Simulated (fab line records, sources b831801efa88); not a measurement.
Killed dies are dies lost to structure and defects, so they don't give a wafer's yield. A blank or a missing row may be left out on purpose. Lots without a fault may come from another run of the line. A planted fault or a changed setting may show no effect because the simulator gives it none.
fab line records | flow gf180mcu
record lots=5 wafers=15 last_day=34
route steps=602 shown HV_LDD@203
lots that met no fault: from a run of the same line without faults
start_h: hours from the record's first day to the start of the lot's first wafer shown | wait_h: hours since the lot's step before | " the same as in the row above | L1.1+2: a row that stands for several wafers | - no value, or no start given | * or withheld: withheld | < > ~ a bound
route shown NAME@n: a module of which the file shows steps, and the number in the route of the first | usual: mean/standard deviation of fault-free wafers | same: alike in all rows | chamber/n: place in a boat | sites: the reading at each site | _std_site: their standard deviation | _edge_site: outer sites' mean less inner sites' | radius_mm: how far each site lies from the wafer's centre | mask NAME#n: copy n | behind: the tool/chamber that last shaped the wafer | hold: why the lot was held/for how many hours/how that ended | device: the transistor (n, p or np) that didn't switch | end of line: the same wafers' tests at the end of the route | a step without rows: its recipe alone | killed: dies lost to structure and defects at the first sort, not the wafer's yield | map: a wafer's dies, x killed, . not, _ none there
set.NAME: the setting as run; set.NAME@STEP: as run at that earlier step | model.NAME: the simulator's own value behind a step, which no gauge read
lots at some steps of the route; a table a step, a row a wafer
services: from which hour (start_h, from the record's first day; less than 0 if before it) a tool's chamber was out of use, for how many hours, and why
## steps
# step GF_HV_LDD_SOFTBAKE_27
# recipe temp_c=90 time_s=60 resist=NOVOLAK
# usual chill_plate_temp_C=23.03/0.089
# columns lot.wafer tool chamber start_h wait_h chill_plate_temp_C
L080.1 litho_track-02 0 287.79 0.1 23.14
L080.4 " 0 " " 23.01
L080.6 " 0 " " 23.03
L091.1 litho_track-01 0 372.83 0.1 22.97
L091.2 " 0 " " 22.95
L091.3 " 0 " " 22.99
L094.1 litho_track-04 0 399.44 0.1 22.93
L094.2 " 0 " " 23.07
L094.5 " 0 " " 23.08
L096.1 litho_track-02 0 424.44 0.1 23.11
L096.4 " 0 " " 23.00
L096.6 " 0 " " 23.00
L097.2 litho_track-04 0 424.72 0.1 22.91
L097.4 " 0 " " 22.92
L097.6 " 0 " " 22.99
# step GF_HV_LDD_EXPOSE_28
# recipe mask_id=Nplus_HV_AREA target_cd_nm=400 na=0.6 source_shape=conventional sigma_outer=0.6 dose_mj=140
# usual reticle_temp_C=22.99/0.099
# columns lot.wafer tool chamber start_h wait_h mask reticle_temp_C
L080.1 iline_stepper-02 0 - - Nplus_HV_AREA#0 22.96
L080.4 " 0 " " Nplus_HV_AREA#0 22.93
L080.6 " 0 " " Nplus_HV_AREA#0 23.11
L091.1 iline_stepper-01 0 - - Nplus_HV_AREA#0 23.03
L091.2 " 0 " " Nplus_HV_AREA#0 22.95
L091.3 " 0 " " Nplus_HV_AREA#0 22.96
L094.1 iline_stepper-01 0 - - Nplus_HV_AREA#0 23.17
L094.2 " 0 " " Nplus_HV_AREA#0 23.21
L094.5 " 0 " " Nplus_HV_AREA#0 23.09
L096.1 iline_stepper-01 0 - - Nplus_HV_AREA#0 23.02
L096.4 " 0 " " Nplus_HV_AREA#0 23.08
L096.6 " 0 " " Nplus_HV_AREA#0 23.12
L097.2 iline_stepper-02 0 - - Nplus_HV_AREA#0 23.02
L097.4 " 0 " " Nplus_HV_AREA#0 23.01
L097.6 " 0 " " Nplus_HV_AREA#0 22.96
# step GF_HV_LDD_PEB_29
# recipe temp_c=withheld time_s=* resist=NOVOLAK
# usual chill_plate_temp_C=*
# columns lot.wafer tool chamber start_h wait_h chill_plate_temp_C
L080.1 litho_track-01 0 - - *
L080.4 " 0 " " *
L080.6 " 0 " " *
L091.1 litho_track-02 0 - - *
L091.2 " 0 " " *
L091.3 " 0 " " *
L094.1 litho_track-04 0 - - *
L094.2 " 0 " " *
L094.5 " 0 " " *
L096.1 litho_track-02 0 - - *
L096.4 " 0 " " *
L096.6 " 0 " " *
L097.2 litho_track-04 0 - - *
L097.4 " 0 " " *
L097.6 " 0 " " *
# step GF_HV_LDD_DEVELOP_30
# recipe develop_time_s=60 dev_temp_c=23
# usual chill_plate_temp_C=22.99/0.1
# columns lot.wafer tool chamber start_h wait_h chill_plate_temp_C
L080.1 litho_track-01 0 297.98 0.1 22.99
L080.4 " 0 " " 23.18
L080.6 " 0 " " 23.06
L091.1 litho_track-02 0 384.04 0.1 23.04
L091.2 " 0 " " 22.93
L091.3 " 0 " " 23.02
L094.1 litho_track-04 0 410.69 0.1 22.92
L094.2 " 0 " " 22.97
L094.5 " 0 " " 22.95
L096.1 litho_track-02 0 436.04 0.1 23.04
L096.4 " 0 " " 22.94
L096.6 " 0 " " 23.07
L097.2 litho_track-04 0 436.47 0.1 23.01
L097.4 " 0 " " 22.89
L097.6 " 0 " " 23.02
# step GF_HV_LDD_CD_MEAS_31
# recipe target_cd_nm=400
# usual cd_nm=399.9/2.1
# columns lot.wafer tool chamber start_h wait_h cd_nm
L080.1 cd_sem-02 - 298.13 0.1 402.9
L080.4 " - " " 399.9
L080.6 " - " " 401.5
L091.1 cd_sem-01 - 384.19 0.1 403.5
L091.2 " - " " 401.1
L091.3 " - " " 400.7
L094.1 cd_sem-02 - 410.84 0.1 397.7
L094.2 " - " " 397.5
L094.5 " - " " 396.8
L096.1 cd_sem-02 - 436.19 0.1 398.8
L096.4 " - " " 399.2
L096.6 " - " " 399.0
L097.2 cd_sem-02 - 436.61 0.1 400.1
L097.4 " - " " 400.4
L097.6 " - " " 401.1
# step GF_HV_LDD_OVL_MEAS_32
# usual HV_LDD_02_OVL=0.4/1.2
# columns lot.wafer tool chamber start_h wait_h HV_LDD_02_OVL[nm]
L080.1 overlay-01 - 298.25 0.1 0.0
L080.4 " - " " -0.9
L080.6 " - " " -1.2
L091.1 overlay-01 - 384.31 0.1 1.7
L091.2 " - " " 3.0
L091.3 " - " " 1.7
L094.1 overlay-01 - 410.96 0.1 1.6
L094.2 " - " " 0.8
L094.5 " - " " 2.3
L096.1 overlay-02 - 436.31 0.1 0.2
L096.4 " - " " 0.4
L096.6 " - " " -0.5
L097.2 overlay-02 - 436.72 0.1 0.4
L097.4 " - " " -1.7
L097.6 " - " " 0.2
# step GF_HV_LDD_IMPLANT_33
# recipe species=P energy_kev=60 dose_cm2=7.5e+12 tilt_deg=30 rotation_deg=0
# usual beam_energy_keV=60.004/0.017 rotation_deg=0.000/0.016
# columns lot.wafer tool chamber start_h wait_h beam_energy_keV rotation_deg
L080.1 implanter-01 0 298.29 0.0 60.014 0.004
L080.4 " 0 " " 60.027 -0.019
L080.6 " 0 " " 60.005 -0.004
L091.1 implanter-04 0 384.34 0.0 60.046 -0.004
L091.2 " 0 " " 60.023 -0.013
L091.3 " 0 " " 60.026 -0.015
L094.1 implanter-04 0 411.00 0.0 59.997 0.024
L094.2 " 0 " " 60.017 0.017
L094.5 " 0 " " 60.014 -0.011
L096.1 implanter-04 0 436.34 0.0 59.988 0.012
L096.4 " 0 " " 59.979 0.025
L096.6 " 0 " " 59.994 -0.007
L097.2 implanter-03 0 436.78 0.0 60.010 -0.016
L097.4 " 0 " " 59.997 -0.003
L097.6 " 0 " " 60.004 -0.006
# step GF_HV_LDD_IMPLANT_34
# recipe species=P energy_kev=60 dose_cm2=7.5e+12 tilt_deg=30 rotation_deg=90
# usual beam_energy_keV=60.000/0.019 rotation_deg=90.003/0.025
# columns lot.wafer tool chamber start_h wait_h beam_energy_keV rotation_deg
L080.1 implanter-01 0 298.44 0.1 59.998 89.998
L080.4 " 0 " " 59.978 90.011
L080.6 " 0 " " 59.990 90.012
L091.1 implanter-04 0 384.49 0.1 60.031 90.002
L091.2 " 0 " " 59.998 90.021
L091.3 " 0 " " 59.988 90.012
L094.1 implanter-04 0 411.15 0.1 60.017 90.038
L094.2 " 0 " " 60.024 90.027
L094.5 " 0 " " 60.024 90.027
L096.1 implanter-04 0 436.49 0.1 60.005 90.004
L096.4 " 0 " " 60.026 89.986
L096.6 " 0 " " 60.020 89.974
L097.2 implanter-03 0 436.93 0.1 59.998 89.972
L097.4 " 0 " " 60.015 89.961
L097.6 " 0 " " 60.015 89.996
# step GF_HV_LDD_IMPLANT_35
# recipe species=P energy_kev=60 dose_cm2=7.5e+12 tilt_deg=30 rotation_deg=180
# usual beam_energy_keV=59.997/0.017 rotation_deg=180.00/0.038
# columns lot.wafer tool chamber start_h wait_h beam_energy_keV rotation_deg
L080.1 implanter-01 0 298.59 0.1 59.998 180.10
L080.4 " 0 " " 60.014 180.09
L080.6 " 0 " " 60.015 180.06
L091.1 implanter-04 0 384.64 0.1 60.064 180.05
L091.2 " 0 " " 60.001 180.04
L091.3 " 0 " " 59.994 180.01
L094.1 implanter-04 0 411.30 0.1 60.027 179.99
L094.2 " 0 " " 60.001 180.03
L094.5 " 0 " " 60.011 180.01
L096.1 implanter-04 0 436.64 0.1 60.010 179.95
L096.4 " 0 " " 60.017 179.99
L096.6 " 0 " " 60.014 179.97
L097.2 implanter-03 0 437.08 0.1 59.977 179.95
L097.4 " 0 " " 59.978 179.98
L097.6 " 0 " " 59.971 179.99
# step GF_HV_LDD_IMPLANT_36
# recipe species=P energy_kev=60 dose_cm2=7.5e+12 tilt_deg=30 rotation_deg=270
# usual beam_energy_keV=59.999/0.017 rotation_deg=270.00/0.053
# columns lot.wafer tool chamber start_h wait_h beam_energy_keV rotation_deg
L080.1 implanter-01 0 298.74 0.1 59.996 270.07
L080.4 " 0 " " 60.017 269.95
L080.6 " 0 " " 59.988 269.99
L091.1 implanter-04 0 384.79 0.1 59.997 270.01
L091.2 " 0 " " 59.985 269.98
L091.3 " 0 " " 59.991 270.03
L094.1 implanter-04 0 411.45 0.1 60.000 269.95
L094.2 " 0 " " 60.019 269.99
L094.5 " 0 " " 59.991 269.98
L096.1 implanter-04 0 436.79 0.1 59.993 269.99
L096.4 " 0 " " 59.999 270.03
L096.6 " 0 " " 59.982 269.96
L097.2 implanter-03 0 437.23 0.1 60.026 270.05
L097.4 " 0 " " 60.018 269.91
L097.6 " 0 " " 60.010 269.99
# step GF_HV_LDD_STRIP_37
# recipe chemistry=O2/N2 power_w=1400 pressure_mtorr=1500 platen_temp_c=250 o2_flow_sccm=3000 n2_flow_sccm=300 overash_fraction=0.5
# usual drypump_motor_current_A=5.64/0.27 heater_power_w=373/72 oes_product_au=0.716/0.0044 strip_time_to_endpoint_s=12.63/0.04
# columns lot.wafer tool chamber start_h wait_h drypump_motor_current_A heater_power_w oes_product_au rf_hours_counter_h strip_time_to_endpoint_s
L080.1 plasma_asher-01 0 298.89 0.1 5.92 485 0.710 19 12.62
L080.4 " 0 " " 5.92 494 0.719 - 12.66
L080.6 " 0 " " 5.90 503 0.721 - 12.68
L091.1 plasma_asher-01 0 384.94 0.1 5.92 503 0.722 28 12.60
L091.2 " 1 " " 5.76 338 0.711 28 12.55
L091.3 " 0 " " 5.92 493 0.714 - 12.61
L094.1 plasma_asher-02 0 411.60 0.1 5.38 336 0.710 76 12.65
L094.2 " 1 " " 5.95 308 0.717 76 12.68
L094.5 " 0 " " 5.37 339 0.723 - 12.66
L096.1 plasma_asher-03 1 436.94 0.1 5.21 327 0.716 83 12.67
L096.4 " 0 " " 5.43 349 0.713 - 12.66
L096.6 " 0 " " 5.42 364 0.710 - 12.69
L097.2 plasma_asher-02 0 437.35 0.1 5.40 332 0.724 1 12.59
L097.4 " 0 " " 5.37 331 0.713 - 12.57
L097.6 " 1 " " 5.93 325 0.710 - 12.58
# step GF_HV_LDD_TW_MEAS_38
# usual HV_LDD_3_TW=1431/19
# columns lot.wafer tool chamber start_h wait_h HV_LDD_3_TW
L080.1 film_metro-03 - 298.99 0.1 1409
L080.4 " - " " 1412
L080.6 " - " " 1416
L091.1 film_metro-01 - 385.04 0.1 1449
L091.2 " - " " 1440
L091.3 " - " " 1444
L094.1 film_metro-04 - 411.70 0.1 1426
L094.2 " - " " 1426
L094.5 " - " " 1435
L096.1 film_metro-01 - 437.04 0.1 1447
L096.4 " - " " 1443
L096.6 " - " " 1446
L097.2 film_metro-03 - 437.46 0.1 1411
L097.4 " - " " 1410
L097.6 " - " " 1415
# step GF_HV_LDD_DEHYDRATE_39
# recipe temp_c=200 time_s=60
# usual chill_plate_temp_C=23.04/0.11
# columns lot.wafer tool chamber start_h wait_h chill_plate_temp_C
L080.1 litho_track-01 0 308.98 10.0 23.05
L080.4 " 0 " " 23.24
L080.6 " 0 " " 22.92
L091.1 litho_track-04 0 394.89 9.8 23.20
L091.2 " 0 " " 23.18
L091.3 " 0 " " 23.19
L094.1 litho_track-04 0 423.04 11.3 23.08
L094.2 " 0 " " 23.11
L094.5 " 0 " " 22.95
L096.1 litho_track-04 0 448.39 11.3 22.85
L096.4 " 0 " " 22.98
L096.6 " 0 " " 23.05
L097.2 litho_track-04 0 449.02 11.5 23.07
L097.4 " 0 " " 23.09
L097.6 " 0 " " 23.09
# step GF_HV_LDD_HMDS_40
# recipe prime_time_s=60 prime_temp_c=120
# usual chill_plate_temp_C=23.02/0.1
# columns lot.wafer tool chamber start_h wait_h chill_plate_temp_C
L080.1 litho_track-01 0 309.13 0.1 23.02
L080.4 " 0 " " 22.97
L080.6 " 0 " " 23.07
L091.1 litho_track-04 0 395.04 0.1 23.29
L091.2 " 0 " " 23.19
L091.3 " 0 " " 23.13
L094.1 litho_track-04 0 423.19 0.1 23.08
L094.2 " 0 " " 22.89
L094.5 " 0 " " 23.01
L096.1 litho_track-04 0 448.54 0.1 23.19
L096.4 " 0 " " 22.97
L096.6 " 0 " " 22.95
L097.2 litho_track-04 0 449.17 0.1 22.96
L097.4 " 0 " " 23.08
L097.6 " 0 " " 23.17
# step GF_HV_LDD_COAT_41
# recipe resist=NOVOLAK spin_rpm=3000 resist_thk_nm=1000
# usual chill_plate_temp_C=22.99/0.1
# columns lot.wafer tool chamber start_h wait_h chill_plate_temp_C
L080.1 litho_track-01 0 309.28 0.1 23.20
L080.4 " 0 " " 23.04
L080.6 " 0 " " 23.14
L091.1 litho_track-04 0 395.19 0.1 22.93
L091.2 " 0 " " 23.03
L091.3 " 0 " " 22.90
L094.1 litho_track-04 0 423.34 0.1 23.03
L094.2 " 0 " " 23.04
L094.5 " 0 " " 23.21
L096.1 litho_track-04 0 448.69 0.1 22.78
L096.4 " 0 " " 22.96
L096.6 " 0 " " 22.87
L097.2 litho_track-04 0 449.32 0.1 23.04
L097.4 " 0 " " 22.79
L097.6 " 0 " " 22.97
# step GF_HV_LDD_SOFTBAKE_42
# recipe temp_c=90 time_s=60 resist=NOVOLAK
# usual chill_plate_temp_C=22.98/0.1
# columns lot.wafer tool chamber start_h wait_h chill_plate_temp_C
L080.1 litho_track-01 0 309.43 0.1 22.96
L080.4 " 0 " " 22.98
L080.6 " 0 " " 23.00
L091.1 litho_track-04 0 395.34 0.1 22.87
L091.2 " 0 " " 22.96
L091.3 " 0 " " 23.11
L094.1 litho_track-04 0 423.49 0.1 23.04
L094.2 " 0 " " 22.90
L094.5 " 0 " " 23.13
L096.1 litho_track-04 0 448.84 0.1 22.93
L096.4 " 0 " " 22.71
L096.6 " 0 " " 22.93
L097.2 litho_track-04 0 449.47 0.1 22.93
L097.4 " 0 " " 22.96
L097.6 " 0 " " 23.01
# step GF_HV_LDD_EXPOSE_43
# recipe mask_id=Pplus_HV_AREA target_cd_nm=400 na=0.6 source_shape=conventional sigma_outer=0.6 dose_mj=140
# usual reticle_temp_C=23.02/0.11
# columns lot.wafer tool chamber start_h wait_h mask reticle_temp_C
L080.1 iline_stepper-01 0 - - Pplus_HV_AREA#0 22.91
L080.4 " 0 " " Pplus_HV_AREA#0 22.94
L080.6 " 0 " " Pplus_HV_AREA#0 23.06
L091.1 iline_stepper-02 0 - - Pplus_HV_AREA#0 23.23
L091.2 " 0 " " Pplus_HV_AREA#0 23.15
L091.3 " 0 " " Pplus_HV_AREA#0 23.17
L094.1 iline_stepper-02 0 - - Pplus_HV_AREA#0 23.09
L094.2 " 0 " " Pplus_HV_AREA#0 23.11
L094.5 " 0 " " Pplus_HV_AREA#0 23.14
L096.1 iline_stepper-01 0 - - Pplus_HV_AREA#0 22.96
L096.4 " 0 " " Pplus_HV_AREA#0 23.07
L096.6 " 0 " " Pplus_HV_AREA#0 23.05
L097.2 iline_stepper-02 0 - - Pplus_HV_AREA#0 22.95
L097.4 " 0 " " Pplus_HV_AREA#0 22.90
L097.6 " 0 " " Pplus_HV_AREA#0 23.00
# step GF_HV_LDD_PEB_44
# recipe temp_c=withheld time_s=* resist=NOVOLAK
# usual chill_plate_temp_C=*
# columns lot.wafer tool chamber start_h wait_h chill_plate_temp_C
L080.1 litho_track-02 0 - - *
L080.4 " 0 " " *
L080.6 " 0 " " *
L091.1 litho_track-04 0 - - *
L091.2 " 0 " " *
L091.3 " 0 " " *
L094.1 litho_track-01 0 - - *
L094.2 " 0 " " *
L094.5 " 0 " " *
L096.1 litho_track-01 0 - - *
L096.4 " 0 " " *
L096.6 " 0 " " *
L097.2 litho_track-02 0 - - *
L097.4 " 0 " " *
L097.6 " 0 " " *
# step GF_HV_LDD_DEVELOP_45
# recipe develop_time_s=60 dev_temp_c=23
# usual chill_plate_temp_C=22.99/0.12
# columns lot.wafer tool chamber start_h wait_h chill_plate_temp_C
L080.1 litho_track-02 0 319.49 0.1 22.98
L080.4 " 0 " " 23.02
L080.6 " 0 " " 23.03
L091.1 litho_track-04 0 406.14 0.1 22.81
L091.2 " 0 " " 22.88
L091.3 " 0 " " 22.79
L094.1 litho_track-01 0 435.03 0.1 22.74
L094.2 " 0 " " 22.87
L094.5 " 0 " " 22.97
L096.1 litho_track-01 0 460.68 0.1 23.06
L096.4 " 0 " " 23.02
L096.6 " 0 " " 22.96
L097.2 litho_track-02 0 461.36 0.1 23.19
L097.4 " 0 " " 23.14
L097.6 " 0 " " 23.10
# step GF_HV_LDD_CD_MEAS_46
# recipe target_cd_nm=400
# usual cd_nm=399.5/2.1
# columns lot.wafer tool chamber start_h wait_h cd_nm
L080.1 cd_sem-01 - 319.79 0.3 398.1
L080.4 " - " " 398.4
L080.6 " - " " 400.4
L091.1 cd_sem-01 - 406.29 0.1 399.3
L091.2 " - " " 398.6
L091.3 " - " " 400.7
L094.1 cd_sem-01 - 435.18 0.1 398.7
L094.2 " - " " 399.9
L094.5 " - " " 400.3
L096.1 cd_sem-01 - 460.83 0.1 404.4
L096.4 " - " " 404.4
L096.6 " - " " 403.3
L097.2 cd_sem-01 - 461.51 0.1 402.4
L097.4 " - " " 401.2
L097.6 " - " " 402.1
# step GF_HV_LDD_OVL_MEAS_47
# usual HV_LDD_03_OVL=-1.6/1.4
# columns lot.wafer tool chamber start_h wait_h HV_LDD_03_OVL[nm]
L080.1 overlay-02 - 319.91 0.1 0.1
L080.4 " - " " -1.1
L080.6 " - " " -0.3
L091.1 overlay-02 - 406.41 0.1 -2.5
L091.2 " - " " -2.8
L091.3 " - " " -2.0
L094.1 overlay-02 - 435.30 0.1 0.2
L094.2 " - " " -0.3
L094.5 " - " " 0.8
L096.1 overlay-01 - 460.95 0.1 -0.8
L096.4 " - " " -2.8
L096.6 " - " " -2.0
L097.2 overlay-02 - 461.61 0.1 -1.1
L097.4 " - " " -2.6
L097.6 " - " " -2.9
# step GF_HV_LDD_IMPLANT_48
# recipe species=B energy_kev=24.65 dose_cm2=3e+13 tilt_deg=7
# usual beam_energy_keV=24.649/0.0065
# columns lot.wafer tool chamber start_h wait_h beam_energy_keV
L080.1 implanter-03 0 319.95 0.0 24.643
L080.4 " 0 " " 24.647
L080.6 " 0 " " 24.645
L091.1 implanter-04 0 406.45 0.0 24.652
L091.2 " 0 " " 24.643
L091.3 " 0 " " 24.652
L094.1 implanter-01 0 435.34 0.0 24.655
L094.2 " 0 " " 24.645
L094.5 " 0 " " 24.647
L096.1 implanter-04 0 460.99 0.0 24.658
L096.4 " 0 " " 24.650
L096.6 " 0 " " 24.645
L097.2 implanter-03 0 461.67 0.0 24.652
L097.4 " 0 " " 24.651
L097.6 " 0 " " 24.642
# step GF_HV_LDD_STRIP_49
# recipe chemistry=O2/N2 power_w=1400 pressure_mtorr=1500 platen_temp_c=250 o2_flow_sccm=3000 n2_flow_sccm=300 overash_fraction=0.5
# usual drypump_motor_current_A=5.67/0.26 heater_power_w=381/77 oes_product_au=0.716/0.0044 strip_time_to_endpoint_s=12.64/0.037
# columns lot.wafer tool chamber start_h wait_h drypump_motor_current_A heater_power_w oes_product_au rf_hours_counter_h strip_time_to_endpoint_s
L080.1 plasma_asher-01 1 320.10 0.1 5.77 330 0.714 21 12.62
L080.4 " 1 " " 5.74 331 0.710 - 12.63
L080.6 " 1 " " 5.79 336 0.719 - 12.66
L091.1 plasma_asher-01 0 406.60 0.1 5.89 499 0.718 30 12.70
L091.2 " 1 " " 5.74 341 0.719 30 12.70
L091.3 " 1 " " 5.75 334 0.708 - 12.72
L094.1 plasma_asher-01 1 435.49 0.1 5.77 340 0.715 34 12.62
L094.2 " 0 " " 5.90 511 0.721 34 12.63
L094.5 " 0 " " 5.90 509 0.715 - 12.64
L096.1 plasma_asher-03 1 461.14 0.1 5.21 325 0.714 85 12.62
L096.4 " 1 " " 5.22 324 0.707 - 12.61
L096.6 " 0 " " 5.41 360 0.721 - 12.62
L097.2 plasma_asher-01 0 461.79 0.1 5.92 495 0.724 37 12.66
L097.4 " 1 " " 5.78 338 0.718 - 12.61
L097.6 " 0 " " 5.92 509 0.716 - 12.61
# step GF_HV_LDD_TW_MEAS_50
# usual HV_LDD_4_TW=567/5.8
# columns lot.wafer tool chamber start_h wait_h HV_LDD_4_TW
L080.1 film_metro-01 - 320.20 0.1 576
L080.4 " - " " 570
L080.6 " - " " 573
L091.1 film_metro-01 - 406.70 0.1 570
L091.2 " - " " 570
L091.3 " - " " 574
L094.1 film_metro-01 - 435.59 0.1 573
L094.2 " - " " 574
L094.5 " - " " 575
L096.1 film_metro-01 - 461.24 0.1 575
L096.4 " - " " 572
L096.6 " - " " 574
L097.2 film_metro-01 - 461.90 0.1 573
L097.4 " - " " 573
L097.6 " - " " 574
# step GF_HV_LDD_CLEAN_51
# recipe chemistry=SC1/SC2 mix=1:4:20 temp_c=70 time_s=150 dry=n2_spin
# usual bath_heat_duty_pct=13.8/1.5
# columns lot.wafer tool chamber start_h wait_h bath_heat_duty_pct
L080.1 wet_bench-01 0 320.26 0.1 15.2
L080.4 " 0 " " 14.4
L080.6 " 0 " " 14.1
L091.1 wet_bench-03 3 406.76 0.1 14.9
L091.2 " 3 " " 13.3
L091.3 " 3 " " 14.3
L094.1 wet_bench-03 3 435.65 0.1 15.2
L094.2 " 3 " " 15.1
L094.5 " 3 " " 14.2
L096.1 wet_bench-01 3 461.30 0.1 13.4
L096.4 " 3 " " 11.8
L096.6 " 3 " " 13.4
L097.2 wet_bench-03 2 461.95 0.0 13.7
L097.4 " 2 " " 14.6
L097.6 " 2 " " 12.4
# step GF_HV_LDD_RTA_52
# recipe temp_c=1000 time_s=10 ambient=N2
# usual lamp_power_pct=36.8/2.2 wafer_temp_C_max=1004.9/1.3
# columns lot.wafer tool chamber start_h wait_h lamp_power_pct wafer_temp_C_max
L080.1 rtp_anneal-01 0 320.31 0.0 38.3 1004.8
L080.4 " 0 " " 38.3 1003.2
L080.6 " 0 " " 38.3 1004.7
L091.1 rtp_anneal-01 0 406.81 0.0 38.3 1002.9
L091.2 " 0 " " 38.4 1003.0
L091.3 " 0 " " 38.4 1002.4
L094.1 rtp_anneal-02 0 435.70 0.0 33.7 1006.5
L094.2 " 0 " " 33.7 1007.0
L094.5 " 0 " " 33.7 1006.4
L096.1 rtp_anneal-02 0 461.40 0.0 33.7 1006.1
L096.4 " 0 " " 33.7 1005.5
L096.6 " 0 " " 33.7 1006.2
L097.2 rtp_anneal-01 0 462.01 0.0 38.4 1003.1
L097.4 " 0 " " 38.3 1004.6
L097.6 " 0 " " 38.3 1003.8
# step GF_HV_LDD_RS_MEAS_53
# recipe thk_meas_gauge=four-point-probe
# usual HV_LDD_RS=413.3/0.97
# columns lot.wafer tool chamber start_h wait_h HV_LDD_RS[ohm/sq]
L080.1 film_metro-03 - 320.37 0.1 413.9
L080.4 " - " " 412.5
L080.6 " - " " 413.8
L091.1 film_metro-03 - 406.88 0.1 412.5
L091.2 " - " " 412.8
L091.3 " - " " 413.5
L094.1 film_metro-01 - 435.76 0.1 414.5
L094.2 " - " " 414.6
L094.5 " - " " 413.7
L096.1 film_metro-03 - 461.46 0.1 413.0
L096.4 " - " " 414.0
L096.6 " - " " 412.4
L097.2 film_metro-03 - 462.09 0.1 412.7
L097.4 " - " " 413.0
L097.6 " - " " 412.5
# step GF_HV_LDD_CVD_54
# recipe material=SiO2 target_thk_nm=10 precursor=TEOS temp_c=680 time_s=75 pressure_mtorr=400
# usual zone_power_lower_pct=11.2/1.6
# columns lot.wafer tool chamber start_h wait_h zone_power_lower_pct
L080.1 lpcvd-01 0 320.49 0.1 10.8
L080.4 " 0 " " 10.9
L080.6 " 0 " " 10.8
L091.1 lpcvd-02 0 407.00 0.1 9.7
L091.2 " 0 " " 9.7
L091.3 " 0 " " 9.6
L094.1 lpcvd-02 0 435.88 0.1 9.7
L094.2 " 0 " " 9.6
L094.5 " 0 " " 9.6
L096.1 lpcvd-01 0 461.58 0.1 10.5
L096.4 " 0 " " 10.9
L096.6 " 0 " " 10.9
L097.2 lpcvd-02 1 462.19 0.1 10.9
L097.4 " 1 " " 11.0
L097.6 " 1 " " 11.0
# step GF_HV_LDD_THK_MEAS_55
# recipe reads=SiO2_of_HV_LDD_CVD_54
# usual HV_LDD_CVD_54_THK=10.03/0.15
# columns lot.wafer tool chamber start_h wait_h HV_LDD_CVD_54_THK[nm]
L080.1 film_metro-03 - 321.51 0.0 9.90
L080.4 " - " " 9.98
L080.6 " - " " 10.00
L091.1 film_metro-04 - 408.53 0.0 10.23
L091.2 " - " " 10.15
L091.3 " - " " 10.07
L094.1 film_metro-03 - 436.90 0.0 9.94
L094.2 " - " " 9.76
L094.5 " - " " 9.86
L096.1 film_metro-01 - 462.60 0.0 10.09
L096.4 " - " " 10.14
L096.6 " - " " 10.15
L097.2 film_metro-03 - 463.22 0.0 10.01
L097.4 " - " " 10.07
L097.6 " - " " 10.21
# step GF_HV_LDD_CVD_56
# recipe material=Si3N4 precursor=DCS/NH3 target_thk_nm=90 temp_c=770 time_s=1543 pressure_mtorr=250
# usual zone_power_lower_pct=14.2/2
# columns lot.wafer tool chamber start_h wait_h zone_power_lower_pct
L080.1 lpcvd-02 1 321.57 0.1 13.7
L080.4 " 1 " " 14.1
L080.6 " 1 " " 13.8
L091.1 lpcvd-02 1 408.59 0.1 14.0
L091.2 " 1 " " 14.0
L091.3 " 1 " " 14.0
L094.1 lpcvd-02 1 436.96 0.1 14.2
L094.2 " 1 " " 14.1
L094.5 " 1 " " 13.6
L096.1 lpcvd-01 0 462.66 0.1 13.7
L096.4 " 0 " " 13.8
L096.6 " 0 " " 13.7
L097.2 lpcvd-01 1 464.09 0.9 17.9
L097.4 " 1 " " 17.8
L097.6 " 1 " " 17.9
# step GF_HV_LDD_THK_MEAS_57
# recipe reads=Si3N4_of_HV_LDD_CVD_56
# usual HV_LDD_CVD_56_THK=90.5/0.81
# columns lot.wafer tool chamber start_h wait_h HV_LDD_CVD_56_THK[nm]
L080.1 film_metro-01 - 323.00 0.0 91.2
L080.4 " - " " 90.3
L080.6 " - " " 90.8
L091.1 film_metro-01 - 410.73 0.0 90.1
L091.2 " - " " 90.9
L091.3 " - " " 91.0
L094.1 film_metro-04 - 438.39 0.0 91.2
L094.2 " - " " 90.7
L094.5 " - " " 90.9
L096.1 film_metro-03 - 464.09 0.0 91.0
L096.4 " - " " 90.1
L096.6 " - " " 89.5
L097.2 film_metro-01 - 465.53 0.0 91.3
L097.4 " - " " 91.1
L097.6 " - " " 90.9
# step GF_HV_LDD_ETCHBACK_58
# recipe chemistry=CH3F/O2 target=Si3N4 stop_on=SiO2 source_w=400 bias_w=80 pressure_mtorr=25 ch3f_flow_sccm=40 O2_flow_sccm=30 time_s=100 target_depth_a=900
# usual O2_flow_sccm=30.00/0.096 drypump_motor_current_A=5.6/0.42 oes_product_au=0.845/0.0063 throttle_valve_pct=10.562/0.0075
# columns lot.wafer tool chamber start_h wait_h O2_flow_sccm drypump_motor_current_A oes_product_au rf_hours_counter_h throttle_valve_pct
L080.1 rie_diel-01 3 323.06 0.1 30.00 5.3 0.855 60 10.565
L080.4 " 3 " " 29.92 5.3 0.845 - 10.563
L080.6 " 1 " " 29.92 5.4 0.848 - 10.556
L091.1 rie_diel-03 0 410.79 0.1 30.11 5.8 0.850 75 10.575
L091.2 " 2 " " 29.89 4.9 0.855 83 10.564
L091.3 " 1 " " 30.09 5.0 0.854 64 10.573
L094.1 rie_diel-01 1 438.45 0.1 29.93 5.4 0.850 61 10.573
L094.2 " 2 " " 30.05 6.3 0.847 86 10.559
L094.5 " 0 " " 30.07 5.5 0.848 - 10.553
L096.1 rie_diel-04 2 464.15 0.1 30.00 6.0 0.853 10 10.558
L096.4 " 3 " " 30.11 5.8 0.846 73 10.568
L096.6 " 0 " " 29.88 6.0 0.837 - 10.560
L097.2 rie_diel-03 0 465.58 0.0 29.93 5.8 0.841 76 10.556
L097.4 " 1 " " 29.96 5.0 0.848 65 10.566
L097.6 " 1 " " 29.84 5.0 0.849 - 10.565
## services
# columns tool chamber start_h hours kind
rie_diel-03 1 270.17 8.8 repair
rie_diel-01 0 276.94 46.2 repair
rie_diel-03 - 283.13 1.0 repair
implanter-01 - 290.24 1.9 repair
implanter-03 - 295.07 2.5 repair
rie_diel-03 - 295.31 4.0 repair
wet_bench-03 - 296.25 1.6 repair
plasma_asher-01 - 303.10 2.1 repair
plasma_asher-01 - 308.75 2.6 repair
implanter-03 - 327.27 18.4 pm
iline_stepper-01 - 342.08 1.7 pm
rie_diel-03 3 345.51 8.0 repair
implanter-03 - 345.71 5.2 pm
plasma_asher-01 - 346.48 0.9 repair
implanter-01 - 350.48 1.6 pm
plasma_asher-03 - 355.49 0.7 repair
rie_diel-01 - 355.93 0.6 repair
iline_stepper-02 - 379.75 1.7 pm
lpcvd-01 - 383.10 4.3 pm
implanter-03 - 406.37 10.6 repair
iline_stepper-02 - 413.25 4.6 repair
implanter-01 - 424.99 3.0 repair
lpcvd-01 - 440.72 0.9 repair
implanter-01 - 465.56 3.4 repair
## key
fault none
